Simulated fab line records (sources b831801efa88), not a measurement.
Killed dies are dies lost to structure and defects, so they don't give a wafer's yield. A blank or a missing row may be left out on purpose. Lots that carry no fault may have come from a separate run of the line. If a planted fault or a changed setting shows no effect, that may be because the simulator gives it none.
Struck lot and sound lot, side by side / flow sky130 / 15 out of 708 route steps
Sound: these wafers, L261.4, L261.5, L261.6. Struck: wafers L270.2, L270.4, L270.6. The cause comes at the end.
For every step that has rows: the tool of each side, followed by ch and its chambers, followed by its first start. Under that, the readings that differ: sound wafers / struck wafers / difference of the means / sigmas: that difference in standard deviations of wafers without a fault.
alike: words and numbers the same on both sides, and readings whose means are apart by under 2 such deviations; not compared: readings that were withheld, readings missing a value for some wafer, numbers with overlapping values and no deviation given by the record, and bounds like >300 which may hide the same value.
Wherever a step has rows on one side only, a row that says differs or no value, or a row with sigmas, the two part there. Non-overlapping numbers with no deviation appear without sigmas and do not part them. Lack of a reading on every wafer of one side parts them only where that side has two or more wafers.

first, 3 steps without rows for these wafers: SKY_LDD_P_EXPOSE_04 (exposes mask PSDM, target cd 380 nm); SKY_LDD_P_PEB_05; SKY_LDD_P_DEVELOP_06 (develop time 60 s).
SKY_LDD_P_CD_MEAS_07: target cd 380 nm.
  sound: cd-sem-01 at day 24 08:11; struck: cd-sem-02 at day 27 09:28
  alike: cd-nm
SKY_LDD_P_OVL_MEAS_08:
  sound: overlay-01 at day 24 08:16; struck: overlay-02 at day 27 09:35
  alike: LDD_P_OVL
following that, these wafers have no rows for 1 step: SKY_LDD_P_IMPLANT_09.
SKY_LDD_P_STRIP_10: strips in O2/N2.
  sound on plasma-asher-02 ch 0,1, day 24 08:28; struck on plasma-asher-01 ch 1, day 27 09:46
  alike: chamber-pressure-mTorr, drypump-motor-current-A, oes-product-au, strip-time-to-endpoint-s
  not compared: rf-hours-counter-h
SKY_LDD_P_TW_MEAS_11:
  sound: film-metro-03 at day 24 08:34; struck: film-metro-03 at day 27 09:52
  alike: LDD_P_TW
then, 4 steps without rows for these wafers: SKY_LDD_HVN_DEHYDRATE_00 (time 60 s); SKY_LDD_HVN_HMDS_01 (prime time 60 s); SKY_LDD_HVN_COAT_02 (resist thk 300 nm); SKY_LDD_HVN_SOFTBAKE_03 (time 60 s).
SKY_LDD_HVN_EXPOSE_04: exposes mask HVNTM, target cd 700 nm.
  sound on iline-stepper-02 ch 0, day 24 23:45; struck on iline-stepper-01 ch 0, day 28 02:33
reading=exposure-dose-mJ-cm2; sound=126.76 127.00 126.94; struck=134.05 134.12 134.16; difference=+7.21; sigmas=+52
  alike: mask
following that, these wafers have no rows for 1 step: SKY_LDD_HVN_PEB_05.
SKY_PAD_OPEN_PROBE_99:
  rows exist in the record for the sound wafers here (prober-01, day 49 05:51), none for the struck ones

== WHERE THEY PART ==
Last at SKY_PAD_OPEN_PROBE_99 as far as this record goes, first at SKY_LDD_HVN_EXPOSE_04.

WHY: the cause the simulator had injected
Process parameter drift: iline-stepper-01, from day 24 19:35 on, at SKY_LDD_HVN_EXPOSE_04. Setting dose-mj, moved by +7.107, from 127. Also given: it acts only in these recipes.
